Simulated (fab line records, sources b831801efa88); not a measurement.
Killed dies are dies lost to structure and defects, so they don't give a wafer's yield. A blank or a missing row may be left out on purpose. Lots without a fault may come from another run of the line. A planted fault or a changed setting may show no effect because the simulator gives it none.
Which tool did it? | flow sky130 | 6 lots, 18 wafers sampled, at 2 steps of a route of 708

WHAT THE GAUGES READ, wafer by wafer
SKY_SD_N_CD_MEAS_07: target cd 380 nm.
lot  | measured     | on        | cd_nm (nm)
L109 | day 28 16:23 | cd_sem-02 | 377.9 377.4 377.5
L111 | day 29 23:05 | cd_sem-02 | 376.9 378.2 380.4
L114 | day 30 16:21 | cd_sem-01 | 380.8 382.0 383.4
L119 | day 31 23:26 | cd_sem-02 | 380.8 381.5 378.4
L122 | day 33 01:17 | cd_sem-01 | 237.0 237.4 236.0
L126 | day 34 11:11 | cd_sem-02 | 381.6 382.6 382.1

WHICH TOOL RAN EACH LOT (tool, then ch and the chambers of the sampled wafers, then the start)
lot  | SKY_SD_N_DEVELOP_06
L109 | litho_track-02 ch 0, day 28 16:14
L111 | litho_track-01 ch 0, day 29 22:57
L114 | litho_track-04 ch 0, day 30 16:13
L119 | litho_track-02 ch 0, day 31 23:17
L122 | litho_track-02 ch 0, day 33 01:08
L126 | litho_track-04 ch 0, day 34 11:02
- SKY_SD_N_DEVELOP_06: develop time 60 s.

THE ANSWER, worked out from the rows above alone
Rule: what is usual is taken from the lots themselves. Put in order of their means at a reading, lots are off if they are a third of the lots or fewer, leave a main group of 4 or more, and stand apart from it by a gap of 3 or more times the standard deviation of the main group's means; of several such gaps the widest counts. A main group whose means are all the same, to the digits that the tables above print for the reading, isn't used. A lot without any number at a reading at which 4 lots or more have one is off too. The other lots that the step has rows for count as sound.
Off: L122, at SKY_SD_N_CD_MEAS_07 (cd_nm). The main group: mean 380.1 nm, standard deviation 1.8.
A tool fits if, at a process step before that reading, it ran every lot that is off, and no sound lot after the first of them. The gauges at SKY_SD_N_CD_MEAS_07 are tried like those tools. Can't be told from this: 2 tools fit, litho_track-02 at SKY_SD_N_DEVELOP_06, cd_sem-01 at SKY_SD_N_CD_MEAS_07.

WHAT THE SIMULATOR HAD PUT IN
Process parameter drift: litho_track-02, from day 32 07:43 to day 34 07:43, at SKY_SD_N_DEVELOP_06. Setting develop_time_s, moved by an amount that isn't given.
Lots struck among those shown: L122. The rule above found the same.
